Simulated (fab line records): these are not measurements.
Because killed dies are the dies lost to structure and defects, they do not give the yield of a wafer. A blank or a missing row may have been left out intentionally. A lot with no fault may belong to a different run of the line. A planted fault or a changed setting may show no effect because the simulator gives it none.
2 desks looking at one fault | flow gf180mcu | every desk sees just its own numbers, and what lay behind them comes last

AT THE TOOL OWNER'S DESK: plasma-asher-01
The tool's own readings at GF_HV_LDD_STRIP_22 (strips in O2/N2): means of the sampled wafers that have a number, for each lot that ran on this tool. If a lot's mean is further than 4 standard deviations from the usual mean, the lot is out of limits and carries the mark OUT (the distance appears in the brackets).
Columns: A = chamber-pressure-mTorr at GF_HV_LDD_STRIP_22, usual 1500 mTorr; B = drypump-motor-current-A at GF_HV_LDD_STRIP_22, usual 5.9 A; C = heater-power-w at GF_HV_LDD_STRIP_22, usual 335 W; D = o2-flow-sccm at GF_HV_LDD_STRIP_22, usual 2998 sccm; E = oes-product-au at GF_HV_LDD_STRIP_22, usual 0.716 a.u.; F = strip-time-to-endpoint-s at GF_HV_LDD_STRIP_22, usual 12.63 s
lot  | first seen here | A    | B   | C   | D    | E     | F
L919 | day 10 15:14    | 1500 | 5.9 | 354 | 2990 | 0.716 | 12.72
L921 | day 11 11:13    | 1516 | 6.2 | 332 | 3001 | 0.719 | 12.64
L922 | day 11 14:13    | 1500 | 6.2 | 328 | 3004 | 0.718 | 12.66
L933 | day 15 03:02    | 1499 | 5.8 | 349 | 2995 | 0.719 | 12.61
L936 | day 16 05:45    | 1501 | 6.2 | 326 | 2991 | 0.714 | 12.61
L937 | day 16 10:30    | 1500 | 5.9 | 350 | 2999 | 0.718 | 12.64
L940 | day 17 11:48    | 1500 | 5.9 | 350 | 3002 | 0.715 | 12.62
This desk's finding: nothing out of limits on any of the 7 lots.

METROLOGY DESK
What the gauges read for every lot (on any tool): the sampled wafers with a number, averaged. If a lot's mean is further than 4 standard deviations from the usual mean, the lot is out of limits and carries the mark OUT (the distance appears in the brackets).
Columns: A = HV_LDD_TW at GF_HV_LDD_TW_MEAS_11, usual 2381; B = HV_LDD_3_TW at GF_HV_LDD_TW_MEAS_38, usual 1419; C = M1_ALCU_RS at GF_M1_RS_MEAS_05, usual 0.0694 ohm/sq; D = cd-nm at GF_M1_CD_MEAS_14, usual 230.0 nm
lot  | first seen here | A    | B                    | C      | D
L919 | day 9 21:22     | 2395 | 1430                 | 0.0702 | 229.0
L921 | day 10 16:19    | 2395 | 1427                 | 0.0696 | 230.6
L922 | day 10 19:45    | 2391 | 1428                 | 0.0697 | 230.0
L925 | day 11 23:24    | 2372 | 30 (-99 or more) OUT | -      | -
L926 | day 11 23:42    | 2380 | 30 (-99 or more) OUT | -      | -
L929 | day 13 00:04    | 2392 | 1409                 | 0.0698 | 229.5
L933 | day 14 06:07    | 2373 | 1409                 | 0.0683 | 229.9
L934 | day 14 19:04    | 2371 | 1407                 | 0.0701 | 231.6
L936 | day 15 08:30    | 2374 | 1418                 | 0.0689 | 229.4
L937 | day 15 12:33    | 2372 | 1417                 | 0.0704 | 230.2
L940 | day 16 13:04    | 2393 | 1429                 | 0.0695 | 228.8
Finding of this desk: L925, L926 out of limits, first seen on L925 at day 13 15:52 (HV_LDD_3_TW at GF_HV_LDD_TW_MEAS_38). In limits: L919, L921, L922, L929, L933, L934, L936, L937, L940.

BROUGHT TOGETHER
At day 13 15:52 the metrology desk could have sounded an alarm, on L925, L926.
The desk of the tool owner found nothing out of limits.
The tool owner's desk has no number on record for L925, L926.
On plasma-asher-01, each named lot ran GF_HV_LDD_STRIP_22.

WHAT HAD BEEN PUT IN BY THE SIMULATOR
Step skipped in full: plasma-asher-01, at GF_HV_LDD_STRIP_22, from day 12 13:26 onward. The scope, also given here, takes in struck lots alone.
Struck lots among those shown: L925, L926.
Hours from the fault's start to each desk's first reading out of limits: the metrology desk, 26.
